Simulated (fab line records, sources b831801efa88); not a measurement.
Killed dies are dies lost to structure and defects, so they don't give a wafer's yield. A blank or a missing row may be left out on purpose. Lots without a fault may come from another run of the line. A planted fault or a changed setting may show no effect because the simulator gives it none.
Chamber matching | flow sky130 | SKY_FIELD_ISO_CMP_27 on cmp-01: 4 sister chambers
The step polishes, stops on Si3N4, t overpolish 16.65 s, target thk 457.8 nm. 4 wafers are shown with their chamber, then 7 later ones without.

WAFERS WITH THEIR CHAMBER
wafer  | chamber | motor_current_A (A)
L525.5 | 1       | 10.5
L531.2 | 3       | 10.2
L538.1 | 2       | 9.4
L538.3 | 0       | 13.7

WAFERS WITHOUT THEIR CHAMBER
wafer  | motor_current_A (A)
L538.5 | 10.4
L539.3 | 10.3
L539.5 | 10.0
L539.6 | 10.3
L540.1 | 9.7
L540.2 | 10.3
L540.3 | 12.5

WHICH CHAMBER EACH WENT THROUGH
wafer  | from the rows above          | in truth
L538.5 | can't be placed: 1 or 3 or 2 | 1
L539.3 | can't be placed: 3 or 1 or 2 | 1
L539.5 | can't be placed: 3 or 1 or 2 | 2
L539.6 | can't be placed: 3 or 1 or 2 | 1
L540.1 | can't be placed: 2 or 3 or 1 | 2
L540.2 | can't be placed: 3 or 1 or 2 | 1
L540.3 | can't be placed: 0 or 1      | 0
Placed correctly: 0 of 7. Can't be placed from these rows: 7 (the true chamber is among the candidates in 7). Placed wrongly: 0.
How it was worked out, from the rows above alone: a wafer's distance from a chamber is the root of the sum, over the readings, of the square of ((its reading less the chamber's mean) divided by the reading's scatter). The wafer belongs to the nearest chamber; if the next one is less than 2 further off, it can't be placed. A chamber's mean is the mean of its shown wafers. The scatter: with one shown wafer a chamber, the root of the mean of the squares of how far each hidden wafer lies from its nearest shown one.
